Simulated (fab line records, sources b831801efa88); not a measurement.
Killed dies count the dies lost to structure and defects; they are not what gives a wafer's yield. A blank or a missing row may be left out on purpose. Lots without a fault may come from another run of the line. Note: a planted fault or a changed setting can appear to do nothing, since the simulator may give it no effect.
fab line records	flow sky130
record lots=15	wafers=45	last-day=50
route steps=708 shown FIELD_ISO@15 DNWELL@43 PWDE@54 NWELL@67 VT_ADJUST_HVTP@93
lots that met no fault: from a run of the same line without faults
start-h: hours from the record's opening day to when the first of the lot's shown wafers began	wait-h: how many hours have passed since the lot's step before this one	" same as the row above	L1.1+2: a row that stands for several wafers	- no value present, or no start provided	* or withheld: withheld	< > ~ a bound
route shown NAME@n: a module of which the file shows steps, and the number in the route of the first	usual: average and standard deviation across the fault-free wafers	same: alike in all rows	chamber/n: place in a boat	sites: each site's reading	_std_site: their standard deviation	_edge_site: the outer-site mean with the inner-site mean subtracted	radius-mm: for every site, how far away it sits from the centre of the wafer	mask NAME#n: copy n	behind: tool/chamber where the wafer was last shaped	hold: why the lot was held/for how many hours/how that ended	device: which transistor (n, p or np) failed to switch	end of line: the same wafers' tests at the end of the route	where a step has no rows: the recipe by itself	killed: count of dies lost to structure and defects at first sort (not the wafer's yield)	map: per-die view of a wafer (x killed, . not killed, _ where there is no die)
set.NAME: the run value of the setting; set.NAME@STEP: its run value at that earlier step	model.NAME: the simulator's own value behind a step, which no gauge read
the route's steps for a sample of lots (tables are steps, rows are wafers)
services: when a tool's chamber went out of use (start-h, in hours from the record's first day, below 0 if earlier), for how many hours, and the reason
## steps
# step SKY_FIELD_ISO_ETCH_14
# recipe chemistry=N2/H2	target=BARC	ion-energy-ev=200	source-w=500	bias-w=100	pressure-mtorr=30	n2-flow-sccm=100	h2-flow-sccm=200	stop-on=SiO2	time-s=45.9	target-depth-a=600
# usual drypump-motor-current-A=5.8/0.5	h2-flow-sccm=200.0/0.55	oes-product-au=0.855/0.0049	throttle-valve-pct=13.223/0.0095
lot.wafer	tool	chamber	start-h	wait-h	drypump-motor-current-A	h2-flow-sccm	oes-product-au	rf-hours-counter-h	throttle-valve-pct
L219.2	rie-diel-01	0	29.50	0.1	5.7	199.7	0.848	1	13.214
L219.3	"	1	"	"	6.3	200.1	0.852	162	13.220
L219.5	"	2	"	"	6.2	199.8	0.854	-	13.234
L220.2	rie-diel-04	1	34.90	0.1	5.5	200.7	0.847	12	13.243
L220.3	"	0	"	"	5.8	200.1	0.850	41	13.221
L220.4	"	2	"	"	6.7	199.6	0.857	88	13.243
L221.1	rie-diel-02	2	38.85	0.1	5.2	199.5	0.847	119	13.227
L221.5	"	0	"	"	5.6	200.4	0.859	-	13.222
L221.6	"	3	"	"	5.3	200.4	0.856	-	13.221
L222.2	rie-diel-04	1	44.85	0.1	5.5	199.7	0.850	12	13.235
L222.5	"	2	"	"	6.8	200.6	0.853	-	13.233
L222.6	"	3	"	"	6.0	200.7	0.849	-	13.224
L223.2	rie-diel-04	2	50.15	0.1	6.9	200.6	0.858	89	13.225
L223.3	"	3	"	"	6.0	200.6	0.849	79	13.235
L223.4	"	2	"	"	6.9	200.9	0.854	-	13.236
L224.1	rie-diel-02	2	54.85	0.1	5.2	199.3	0.856	119	13.227
L224.2	"	1	"	"	5.0	200.4	0.862	16	13.233
L224.6	"	2	"	"	5.3	200.1	0.857	-	13.227
L225.2	rie-diel-02	0	59.65	0.1	5.6	200.5	0.857	6	13.237
L225.4	"	3	"	"	5.3	199.3	0.855	101	13.212
L225.6	"	2	"	"	5.2	200.2	0.852	-	13.237
L227.3	rie-diel-04	2	70.76	0.1	6.9	199.7	0.853	89	13.234
L227.4	"	3	"	"	6.0	200.5	0.860	80	13.231
L227.5	"	1	"	"	5.5	200.0	0.857	-	13.222
L228.3	rie-diel-04	3	75.75	0.1	5.9	199.8	0.853	80	13.231
L228.4	"	1	"	"	5.5	198.7	0.858	13	13.226
L228.6	"	0	"	"	5.9	200.0	0.849	-	13.250
L229.1	rie-diel-01	3	80.55	0.1	6.1	199.9	0.849	128	13.206
L229.2	"	0	"	"	5.7	200.0	0.858	2	13.228
L229.5	"	3	"	"	6.1	200.8	0.850	-	13.221
L237.4	rie-diel-01	0	122.40	0.0	5.7	198.2	0.854	3	13.212
L237.5	"	2	"	"	6.2	201.0	0.855	-	13.216
L237.6	"	1	"	"	6.3	199.3	0.857	-	13.220
L238.2	rie-diel-02	1	128.40	0.1	5.0	199.3	0.853	17	13.233
L238.3	"	2	"	"	5.2	201.1	0.847	120	13.221
L238.4	"	0	"	"	5.6	200.9	0.851	7	13.224
L239.1	rie-diel-02	3	132.65	0.1	5.3	199.4	0.852	102	13.220
L239.3	"	1	"	"	4.9	199.7	0.844	17	13.223
L239.6	"	1	"	"	4.9	199.1	0.853	-	13.220
L240.1	rie-diel-02	0	140.66	0.1	5.6	200.0	0.848	7	13.219
L240.5	"	3	"	"	5.3	200.5	0.864	-	13.236
L240.6	"	2	"	"	5.2	199.9	0.862	-	13.237
L241.1	rie-diel-04	0	146.55	0.1	5.9	199.5	0.856	43	13.218
L241.4	"	2	"	"	6.8	199.9	0.858	90	13.221
L241.5	"	0	"	"	5.9	199.6	0.853	-	13.228
# step SKY_DNWELL_STRIP_08
# recipe chemistry=O2/N2	power-w=1400	pressure-mtorr=1500	platen-temp-c=withheld	o2-flow-sccm=3000	n2-flow-sccm=300	overash-fraction=0.5
# usual chamber-pressure-mTorr=1500.0/1.5	drypump-motor-current-A=5.8/0.53	oes-product-au=0.722/0.0046	strip-time-to-endpoint-s=36.91/0.099
lot.wafer	tool	chamber	start-h	wait-h	chamber-pressure-mTorr	drypump-motor-current-A	oes-product-au	rf-hours-counter-h	strip-time-to-endpoint-s
L219.2	plasma-asher-02	0	51.43	0.1	1499.5	5.0	0.721	37	36.93
L219.3	"	0	"	"	1499.9	5.0	0.720	-	36.86
L219.5	"	1	"	"	1501.1	6.2	0.725	-	36.90
L220.2	plasma-asher-02	1	59.03	0.1	1502.7	6.2	0.721	38	36.66
L220.3	"	0	"	"	1498.9	5.0	0.724	-	36.79
L220.4	"	1	"	"	1500.0	6.2	0.716	-	36.71
L221.1	plasma-asher-02	0	61.58	0.1	1500.5	5.0	0.723	38	37.03
L221.5	"	1	"	"	1500.2	6.2	0.720	-	37.01
L221.6	"	0	"	"	1501.1	5.0	0.716	-	37.04
L222.2	plasma-asher-04	1	68.79	0.1	1500.3	6.2	0.721	37	36.99
L222.5	"	0	"	"	1499.2	6.2	0.722	-	36.90
L222.6	"	1	"	"	1499.6	6.2	0.717	-	37.02
L223.2	plasma-asher-02	1	74.90	0.1	1498.1	6.2	0.717	40	36.72
L223.3	"	1	"	"	1500.0	6.2	0.722	-	36.94
L223.4	"	0	"	"	1497.6	5.0	0.722	-	36.89
L224.1	plasma-asher-01	0	79.58	0.1	1499.6	5.4	0.716	41	36.88
L224.2	"	1	"	"	1502.9	5.9	0.722	41	36.95
L224.6	"	0	"	"	1498.1	5.4	0.718	-	36.93
L225.2	plasma-asher-02	1	82.23	0.1	1498.2	6.2	0.720	40	36.91
L225.4	"	1	"	"	1499.8	6.2	0.718	-	37.06
L225.6	"	1	"	"	1499.9	6.2	0.726	-	37.10
L227.3	plasma-asher-02	0	94.11	0.1	-	-	-	-	-
L227.4	"	1	"	"	-	-	-	-	-
L227.5	"	0	"	"	-	-	-	-	-
L228.3	plasma-asher-04	0	98.79	0.1	-	-	-	-	-
L228.4	"	1	"	"	-	-	-	-	-
L228.6	"	0	"	"	-	-	-	-	-
L229.1	plasma-asher-02	0	104.78	0.1	-	-	-	-	-
L229.2	"	1	"	"	-	-	-	-	-
L229.5	"	0	"	"	-	-	-	-	-
L237.4	plasma-asher-04	1	147.56	0.1	1499.9	6.2	0.721	-	37.07
L237.5	"	1	"	"	1499.3	6.2	0.717	-	37.03
L237.6	"	0	"	"	1500.5	6.2	0.722	-	36.90
L238.2	plasma-asher-02	0	157.38	0.1	1498.2	5.0	0.716	4	36.98
L238.3	"	1	"	"	1501.2	6.2	0.723	-	36.99
L238.4	"	0	"	"	1500.5	5.0	0.724	-	36.99
L239.1	plasma-asher-02	1	162.63	0.1	1499.0	6.2	0.730	4	36.93
L239.3	"	1	"	"	1502.1	6.2	0.726	-	37.03
L239.6	"	0	"	"	1500.1	5.0	0.726	-	36.94
L240.1	plasma-asher-04	0	167.23	0.1	1502.0	6.3	0.713	49	36.85
L240.5	"	0	"	"	1500.0	6.3	0.719	-	36.78
L240.6	"	1	"	"	1498.1	6.2	0.725	-	36.71
L241.1	plasma-asher-01	0	173.13	0.1	1500.4	5.4	0.728	47	36.89
L241.4	"	1	"	"	1500.9	5.9	0.720	-	36.95
L241.5	"	1	"	"	1500.9	5.9	0.726	-	36.87
# step SKY_PWDE_STRIP_09
# recipe chemistry=O2/N2	power-w=1400	pressure-mtorr=1500	platen-temp-c=withheld	o2-flow-sccm=3000	n2-flow-sccm=300	overash-fraction=0.5
# usual chamber-pressure-mTorr=1499.9/1.4	drypump-motor-current-A=6.1/0.43	oes-product-au=0.723/0.0049	strip-time-to-endpoint-s=36.99/0.088
lot.wafer	tool	chamber	start-h	wait-h	chamber-pressure-mTorr	drypump-motor-current-A	oes-product-au	rf-hours-counter-h	strip-time-to-endpoint-s
L219.2	plasma-asher-03	1	68.46	0.1	1497.4	5.9	0.714	25	36.98
L219.3	"	0	"	"	1499.5	6.5	0.722	-	36.87
L219.5	"	1	"	"	1498.5	5.9	0.728	-	36.91
L220.2	plasma-asher-03	1	76.31	0.1	1499.1	5.9	0.721	25	36.95
L220.3	"	1	"	"	1498.2	5.9	0.718	-	36.90
L220.4	"	0	"	"	1498.7	6.5	0.718	-	36.80
L221.1	plasma-asher-02	1	78.14	0.1	1500.3	6.2	0.728	40	37.19
L221.5	"	0	"	"	1501.7	5.0	0.724	-	37.14
L221.6	"	1	"	"	1497.7	6.2	0.724	-	37.10
L222.2	plasma-asher-04	1	86.23	0.1	1500.1	6.2	0.728	39	37.10
L222.5	"	0	"	"	1502.0	6.2	0.724	-	37.13
L222.6	"	1	"	"	1500.3	6.2	0.722	-	37.15
L223.2	plasma-asher-02	1	92.84	0.1	1499.8	6.2	0.719	41	37.06
L223.3	"	0	"	"	1501.5	5.0	0.727	-	37.04
L223.4	"	1	"	"	1501.0	6.2	0.719	-	36.95
L224.1	plasma-asher-03	0	97.43	0.1	1501.0	6.5	0.728	28	36.94
L224.2	"	1	"	"	1500.6	5.9	0.723	28	36.89
L224.6	"	1	"	"	1498.2	5.9	0.710	-	36.96
L225.2	plasma-asher-02	0	99.73	0.1	1502.8	5.0	0.723	42	36.93
L225.4	"	1	"	"	1500.5	6.2	0.721	-	36.94
L225.6	"	0	"	"	1500.0	5.0	0.732	-	36.92
L227.3	plasma-asher-04	0	111.61	0.1	1500.5	6.3	0.733	-	81.34
L227.4	"	1	"	"	1497.8	6.1	0.740	-	81.14
L227.5	"	1	"	"	1499.7	6.2	0.735	-	81.31
L228.3	plasma-asher-03	0	116.55	0.1	1502.1	6.5	0.744	-	81.25
L228.4	"	1	"	"	1499.3	5.9	0.746	-	81.39
L228.6	"	0	"	"	1501.1	6.5	0.738	-	81.47
L229.1	plasma-asher-03	1	123.16	0.1	1501.0	5.9	0.747	31	81.15
L229.2	"	0	"	"	1499.9	6.5	0.751	31	81.27
L229.5	"	1	"	"	1502.2	5.9	0.745	-	80.99
L237.4	plasma-asher-02	1	168.70	0.1	1499.5	6.2	0.724	-	36.97
L237.5	"	1	"	"	1497.6	6.2	0.733	-	36.99
L237.6	"	0	"	"	1500.6	5.0	0.728	-	36.92
L238.2	plasma-asher-03	0	177.86	0.1	1501.0	6.5	0.725	37	37.02
L238.3	"	1	"	"	1498.9	5.9	0.726	-	37.01
L238.4	"	0	"	"	1500.2	6.5	0.720	-	37.00
L239.1	plasma-asher-03	0	183.11	0.1	1499.5	6.4	0.729	37	37.06
L239.3	"	1	"	"	1499.5	5.9	0.718	-	37.07
L239.6	"	0	"	"	1499.1	6.5	0.715	-	37.04
L240.1	plasma-asher-04	0	187.51	0.1	1501.2	6.2	0.724	51	36.84
L240.5	"	0	"	"	1497.9	6.2	0.727	-	37.01
L240.6	"	1	"	"	1501.2	6.2	0.720	-	36.81
L241.1	plasma-asher-04	1	193.28	0.1	1498.2	6.2	0.727	51	36.94
L241.4	"	0	"	"	1499.8	6.2	0.719	-	36.88
L241.5	"	0	"	"	1500.2	6.2	0.710	-	36.90
# step SKY_PWDE_TW_MEAS_10
# usual PWDE_TW=371/4.3
lot.wafer	tool	chamber	start-h	wait-h	PWDE_TW
L219.2	film-metro-01	-	68.57	0.1	368
L219.3	"	-	"	"	367
L219.5	"	-	"	"	367
L220.2	film-metro-04	-	76.42	0.1	374
L220.3	"	-	"	"	376
L220.4	"	-	"	"	374
L221.1	film-metro-03	-	78.24	0.1	372
L221.5	"	-	"	"	370
L221.6	"	-	"	"	373
L222.2	film-metro-04	-	86.34	0.1	373
L222.5	"	-	"	"	375
L222.6	"	-	"	"	376
L223.2	film-metro-01	-	92.95	0.1	366
L223.3	"	-	"	"	363
L223.4	"	-	"	"	365
L224.1	film-metro-04	-	97.53	0.1	375
L224.2	"	-	"	"	376
L224.6	"	-	"	"	376
L225.2	film-metro-01	-	99.84	0.1	366
L225.4	"	-	"	"	364
L225.6	"	-	"	"	364
L227.3	film-metro-03	-	111.70	0.1	30
L227.4	"	-	"	"	30
L227.5	"	-	"	"	30
L228.3	film-metro-01	-	116.63	0.1	29
L228.4	"	-	"	"	29
L228.6	"	-	"	"	29
L229.1	film-metro-01	-	123.26	0.1	30
L229.2	"	-	"	"	29
L229.5	"	-	"	"	30
L237.4	film-metro-01	-	168.79	0.1	368
L237.5	"	-	"	"	365
L237.6	"	-	"	"	367
L238.2	film-metro-03	-	177.97	0.1	372
L238.3	"	-	"	"	374
L238.4	"	-	"	"	373
L239.1	film-metro-03	-	183.21	0.1	373
L239.3	"	-	"	"	373
L239.6	"	-	"	"	372
L240.1	film-metro-03	-	187.61	0.1	373
L240.5	"	-	"	"	371
L240.6	"	-	"	"	371
L241.1	film-metro-03	-	193.38	0.1	373
L241.4	"	-	"	"	370
L241.5	"	-	"	"	373
# step SKY_NWELL_STRIP_14
# recipe chemistry=O2/N2	power-w=1400	pressure-mtorr=1500	platen-temp-c=withheld	o2-flow-sccm=3000	n2-flow-sccm=300	overash-fraction=0.5
# usual chamber-pressure-mTorr=1499.8/1.4	drypump-motor-current-A=6.1/0.32	oes-product-au=0.722/0.0042	strip-time-to-endpoint-s=36.94/0.1
lot.wafer	tool	chamber	start-h	wait-h	chamber-pressure-mTorr	drypump-motor-current-A	oes-product-au	rf-hours-counter-h	strip-time-to-endpoint-s
L219.2	plasma-asher-04	0	85.84	0.1	1501.3	6.2	0.723	39	36.97
L219.3	"	1	"	"	1501.5	6.2	0.725	-	36.93
L219.5	"	0	"	"	1501.9	6.3	0.720	-	36.80
L220.2	plasma-asher-03	1	93.79	0.1	1499.3	5.9	0.721	27	37.05
L220.3	"	0	"	"	1498.7	6.5	0.722	-	37.02
L220.4	"	1	"	"	1498.4	5.9	0.721	-	36.94
L221.1	plasma-asher-03	0	95.97	0.1	1499.9	6.5	0.722	27	37.06
L221.5	"	0	"	"	1500.5	6.5	0.721	-	37.14
L221.6	"	1	"	"	1499.3	5.9	0.719	-	37.13
L222.2	plasma-asher-04	1	104.39	0.1	1497.6	6.2	0.721	41	36.93
L222.5	"	0	"	"	1501.3	6.2	0.723	-	37.04
L222.6	"	1	"	"	1501.1	6.2	0.717	-	36.83
L223.2	plasma-asher-03	1	111.18	0.1	1498.0	6.0	0.728	29	37.07
L223.3	"	0	"	"	1502.5	6.5	0.720	-	37.07
L223.4	"	1	"	"	1499.5	6.0	0.727	-	37.06
L224.1	plasma-asher-03	1	115.83	0.1	1496.6	5.9	0.719	30	36.95
L224.2	"	0	"	"	1500.3	6.5	0.718	30	36.95
L224.6	"	1	"	"	1500.1	5.9	0.726	-	36.93
L225.2	plasma-asher-04	1	118.24	0.1	1501.3	6.2	0.716	44	37.07
L225.4	"	0	"	"	1499.2	6.2	0.724	-	36.93
L225.6	"	1	"	"	1499.0	6.2	0.724	-	37.08
L227.3	plasma-asher-03	1	129.62	0.1	1501.1	6.0	0.727	-	36.94
L227.4	"	0	"	"	1498.9	6.5	0.714	-	36.88
L227.5	"	1	"	"	1499.9	5.9	0.723	-	36.96
L228.3	plasma-asher-01	0	135.66	0.1	1501.2	5.4	0.726	-	37.11
L228.4	"	1	"	"	1498.8	5.9	0.726	-	36.99
L228.6	"	0	"	"	1502.0	5.4	0.726	-	36.97
L229.1	plasma-asher-04	1	141.98	0.1	1500.1	6.2	0.724	46	36.90
L229.2	"	0	"	"	1499.9	6.3	0.722	46	36.95
L229.5	"	1	"	"	1500.3	6.2	0.717	-	36.83
L237.4	plasma-asher-01	1	189.80	0.1	1498.6	5.9	0.724	-	36.89
L237.5	"	1	"	"	1501.2	5.9	0.720	-	36.90
L237.6	"	0	"	"	1500.1	5.4	0.725	-	36.93
L238.2	plasma-asher-01	1	199.44	0.1	1499.1	5.9	0.724	50	36.92
L238.3	"	0	"	"	1502.6	5.4	0.720	-	36.86
L238.4	"	1	"	"	1498.9	5.9	0.721	-	37.01
L239.1	plasma-asher-04	1	203.69	0.1	1500.3	6.2	0.721	52	36.77
L239.3	"	1	"	"	1501.9	6.2	0.730	-	36.87
L239.6	"	1	"	"	1500.5	6.2	0.726	-	36.93
L240.1	plasma-asher-04	0	208.49	0.1	1499.8	6.2	0.718	53	37.05
L240.5	"	0	"	"	1499.4	6.2	0.724	-	37.05
L240.6	"	1	"	"	1500.1	6.1	0.728	-	36.95
L241.1	plasma-asher-03	1	214.84	0.1	1502.3	5.9	0.720	40	36.93
L241.4	"	1	"	"	1500.8	5.9	0.724	-	37.06
L241.5	"	0	"	"	1501.6	6.5	0.718	-	37.04
# step SKY_VT_ADJUST_HVTP_OVL_MEAS_08
# usual VT_ADJUST_HVTP_OVL=1.4/1.7
lot.wafer	tool	chamber	start-h	wait-h	VT_ADJUST_HVTP_OVL[nm]
L219.2	overlay-01	-	121.87	0.1	5.3
L219.3	"	-	"	"	3.2
L219.5	"	-	"	"	3.2
L220.2	overlay-02	-	129.71	0.1	2.0
L220.3	"	-	"	"	0.0
L220.4	"	-	"	"	1.3
L221.1	overlay-01	-	133.16	0.1	3.1
L221.5	"	-	"	"	3.3
L221.6	"	-	"	"	4.9
L222.2	overlay-01	-	141.30	0.1	1.0
L222.5	"	-	"	"	2.8
L222.6	"	-	"	"	3.0
L223.2	overlay-01	-	149.21	0.1	2.7
L223.3	"	-	"	"	0.5
L223.4	"	-	"	"	1.9
L224.1	overlay-02	-	155.25	0.1	1.4
L224.2	"	-	"	"	2.2
L224.6	"	-	"	"	0.8
L225.2	overlay-02	-	158.61	0.1	0.9
L225.4	"	-	"	"	1.1
L225.6	"	-	"	"	0.7
L227.3	overlay-02	-	170.11	0.1	0.5
L227.4	"	-	"	"	-1.3
L227.5	"	-	"	"	-0.2
L228.3	overlay-01	-	176.57	0.1	2.7
L228.4	"	-	"	"	1.1
L228.6	"	-	"	"	-1.4
L229.1	overlay-02	-	183.90	0.1	-1.4
L229.2	"	-	"	"	0.6
L229.5	"	-	"	"	-1.7
L237.4	overlay-02	-	233.97	0.1	4.3
L237.5	"	-	"	"	5.4
L237.6	"	-	"	"	2.1
L238.2	overlay-01	-	244.91	0.1	0.6
L238.3	"	-	"	"	2.7
L238.4	"	-	"	"	1.7
L239.1	overlay-02	-	249.66	0.1	0.9
L239.3	"	-	"	"	-0.3
L239.6	"	-	"	"	1.3
L240.1	overlay-02	-	254.60	0.1	1.4
L240.5	"	-	"	"	-1.7
L240.6	"	-	"	"	1.2
L241.1	overlay-01	-	262.51	0.1	2.0
L241.4	"	-	"	"	3.6
L241.5	"	-	"	"	2.2
## services
tool	chamber	start-h	hours	kind
plasma-asher-02	-	19.16	2.8	pm
plasma-asher-01	-	20.31	3.9	repair
rie-diel-01	1	37.78	13.6	repair
rie-diel-04	0	50.14	12.4	repair
rie-diel-04	-	51.22	1.0	repair
plasma-asher-02	-	66.84	0.5	repair
plasma-asher-01	-	89.21	33.5	repair
rie-diel-01	1	95.38	-	clean
rie-diel-01	1	95.38	15.1	scheduled-down
rie-diel-01	1	95.38	15.1	vent-cycle
plasma-asher-02	-	108.75	9.0	pm
plasma-asher-02	0	108.75	9.0	vent-cycle
plasma-asher-02	1	108.75	9.0	vent-cycle
plasma-asher-02	0	117.75	-	clean
plasma-asher-02	1	117.75	-	clean
plasma-asher-01	-	153.73	2.8	pm
rie-diel-01	1	173.32	8.9	repair
plasma-asher-02	-	174.68	13.5	repair
rie-diel-01	-	184.37	2.2	repair
rie-diel-04	0	196.11	1.2	repair
plasma-asher-03	-	207.40	0.8	repair
## key
first-sign step=SKY_DNWELL_STRIP_08	reading=tool-record	direction=missing
effect step=SKY_PWDE_STRIP_09	reading=strip-time-to-endpoint-s	direction=up	sigmas=99+	usual=*	struck=*
effect step=SKY_PWDE_TW_MEAS_10	reading=PWDE_TW	direction=down	sigmas=80	usual=371	struck=30
met-at SKY_DNWELL_STRIP_08
struck-lots L227,L228,L229
sort-left-out L227.3,L227.4,L227.5,L228.3,L228.4,L228.6,L229.1,L229.2,L229.5
tester-left-out L227,L228,L229
not-acting-at SKY_FIELD_ISO_ETCH_14,SKY_NWELL_STRIP_14,SKY_VT_ADJUST_HVTP_OVL_MEAS_08
onset-between 82.23 94.11
fault kind=skipped-step-whole	tool=plasma-asher-02,plasma-asher-04	chamber=-	onset-h=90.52	steps=SKY_DNWELL_STRIP_08	scope=struck-lots-only
# tester-left-out: of these lots the tester's yield and bins aren't shown, on N5 and GAA mostly nor the transistor test; their killed dies are dies lost to structure and defects alone, not to doping, threshold or leakage, so they don't give the yield
# sort-left-out: the simulated sort isn't trusted on such a fault, so these wafers' sort isn't shown, and their yield isn't known
